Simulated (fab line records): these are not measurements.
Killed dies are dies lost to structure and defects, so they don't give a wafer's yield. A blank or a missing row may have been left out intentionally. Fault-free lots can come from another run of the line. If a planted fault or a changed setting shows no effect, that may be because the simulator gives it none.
Matching of chambers | flow gf180mcu | GF_CONTACT_CMP_04 on cmp-01: 4 sister chambers
The step polishes SiO2. 18 wafers are shown with their chamber, then 9 later ones without.

## EACH WAFER AND ITS CHAMBER
wafer  | chamber | motor current A (A) | time to endpoint s (s) | slurry flow ml min
L466.2 | 0       | 13.5                | 115                    | 149.9
L466.4 | 1       | 11.8                | 118                    | 149.4
L466.5 | 0       | 13.9                | 111                    | 150.4
L467.3 | 2       | 13.1                | 107                    | 150.6
L467.4 | 0       | 13.7                | 116                    | 150.3
L467.5 | 0       | 13.4                | 113                    | 150.1
L468.1 | 0       | 13.7                | 112                    | 151.0
L468.2 | 2       | 13.2                | 110                    | 149.9
L468.6 | 2       | 13.4                | 111                    | 150.3
L470.4 | 2       | 12.8                | 123                    | 150.4
L470.5 | 2       | 13.0                | 116                    | 151.0
L470.6 | 1       | 11.6                | 126                    | 149.5
L471.2 | 3       | 13.8                | 122                    | 150.3
L471.4 | 1       | 11.9                | 136                    | 150.4
L471.5 | 2       | 13.6                | 125                    | 151.6
L472.2 | 1       | 11.4                | 117                    | 149.5
L472.3 | 2       | 12.7                | 108                    | 150.8
L472.6 | 0       | 13.4                | 115                    | 150.1

SIGNATURES, as means of the wafers listed above
reading            | chamber 0 | chamber 1 | chamber 2 | chamber 3 | scatter within a chamber
motor current A    | 13.600    | 11.675    | 13.114    | 13.800    | 0.261
time to endpoint s | 113.67    | 124.25    | 114.29    | 122.00    | 6.37
slurry flow ml min | 150.300   | 149.700   | 150.657   | 150.300   | 0.478
Rule: a wafer lies at a distance from a chamber equal to the root of the sum of squares, over the readings, of (its reading less the chamber's mean, divided by the reading's scatter). The wafer belongs to the nearest chamber; if the next one is less than 2 further off, it can't be placed. How the scatter is found: for the shown wafers, subtract from each reading the mean of its chamber, square and add these, divide the total by (wafers less chambers), then take the root.

## WAFERS WITH NO CHAMBER GIVEN
wafer  | motor current A (A) | time to endpoint s (s) | slurry flow ml min
L473.1 | 11.3                | 126                    | 149.8
L473.3 | 12.8                | 116                    | 150.3
L473.5 | 12.5                | 122                    | 149.0
L478.1 | 11.4                | 132                    | 150.6
L478.4 | 12.9                | 119                    | 149.9
L478.5 | 13.7                | 128                    | 150.7
L481.2 | 12.4                | 110                    | 149.8
L481.5 | 13.6                | 114                    | 149.8
L481.6 | 13.3                | 117                    | 150.3

## CHAMBER TAKEN BY EACH
wafer  | from the rows above          | in truth
L473.1 | 1                            | 1
L473.3 | can't be placed: 2 or 0      | 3
L473.5 | can't be placed: 1 or 2 or 0 | 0
L478.1 | 1                            | 1
L478.4 | can't be placed: 2 or 0 or 3 | 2
L478.5 | can't be placed: 3 or 0 or 2 | 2
L481.2 | can't be placed: 2 or 1 or 0 | 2
L481.5 | can't be placed: 0 or 3 or 2 | 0
L481.6 | can't be placed: 2 or 0 or 3 | 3
2 of 9 placed correctly. Can't be placed from these rows: 7 (the true chamber is among the candidates in 6). Wrongly placed: 0.
